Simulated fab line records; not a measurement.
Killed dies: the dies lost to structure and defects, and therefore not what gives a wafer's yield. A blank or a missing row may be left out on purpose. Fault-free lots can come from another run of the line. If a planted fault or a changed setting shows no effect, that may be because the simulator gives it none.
One fault through the eyes of 2 desks    flow sky130    numbers are kept per desk, each desk with only its own; the story behind them comes last

## AT THE TOOL OWNER'S DESK: pvd sputter-01
The tool's own readings at SKY_LOCAL_INTERCONNECT_SPUTTER_00 (material TiN, target thk 100 nm, time 83.3 s): means of the sampled wafers that have a number, for each lot that ran on this tool. If a lot's mean is further than 4 standard deviations from the usual mean, the lot is out of limits and carries the mark OUT (the distance appears in the brackets).
Columns: A = throttle valve pct at SKY_LOCAL_INTERCONNECT_SPUTTER_00, usual 30.6 %
lot   first seen here  A
L922  day 29 06:11     31.1
L927  day 31 03:31     30.7
L928  day 32 00:31     30.9
L929  day 32 02:10     30.8
L941  day 35 19:55     30.9
L942  day 36 02:25     30.8
L943  day 37 17:24     31.0
This desk's finding: nothing out of limits on any of the 7 lots.

## AT THE METROLOGY DESK
Lot by lot, what the gauges showed, no matter which tool ran the lot: averages of those sampled wafers that carry a number. If a lot's mean is further than 4 standard deviations from the usual mean, the lot is out of limits and carries the mark OUT (the distance appears in the brackets).
Columns: A = LOCAL_INTERCONNECT_TIN_RS at SKY_LOCAL_INTERCONNECT_RS_MEAS_01, usual 14.14 ohm/sq; B = LOCAL_INTERCONNECT_TIN_THK at SKY_LOCAL_INTERCONNECT_THK_MEAS_02, usual 99.5 nm
lot   first seen here  A                 B
L922  day 29 06:16     14.12             99.9
L925  day 30 16:49     13.89             100.3
L927  day 31 03:36     14.09             99.1
L928  day 32 00:35     15.00 (+5.0) OUT  94.7
L929  day 32 02:14     14.37             98.1
L936  day 34 05:47     14.05             99.8
L939  day 34 23:16     14.04             100.4
L940  day 35 17:42     14.06             99.7
L941  day 35 20:01     14.32             97.6
L942  day 36 02:30     14.34             99.2
L943  day 37 17:30     14.28             98.2
This desk's finding: out of limits on L928; first on L928, day 32 00:35 (LOCAL_INTERCONNECT_TIN_RS at SKY_LOCAL_INTERCONNECT_RS_MEAS_01). L922, L925, L927, L929, L936, L939, L940, L941, L942, L943: within limits.

## ALL TOGETHER
Metrology desk: alarm possible at day 32 00:35 on L928.
The desk of the tool owner found nothing out of limits.
The tool owner's desk has L928 on record, within its limits.
Of the lots named, all ran SKY_LOCAL_INTERCONNECT_SPUTTER_00 on pvd sputter-01.

## WHAT THE SIMULATOR HAD INSERTED
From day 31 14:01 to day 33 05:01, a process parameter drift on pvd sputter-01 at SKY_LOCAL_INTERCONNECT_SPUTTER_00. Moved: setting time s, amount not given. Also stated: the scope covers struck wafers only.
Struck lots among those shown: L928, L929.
Delay in hours, fault start to first out-of-limits reading, per desk: metrology desk 11.
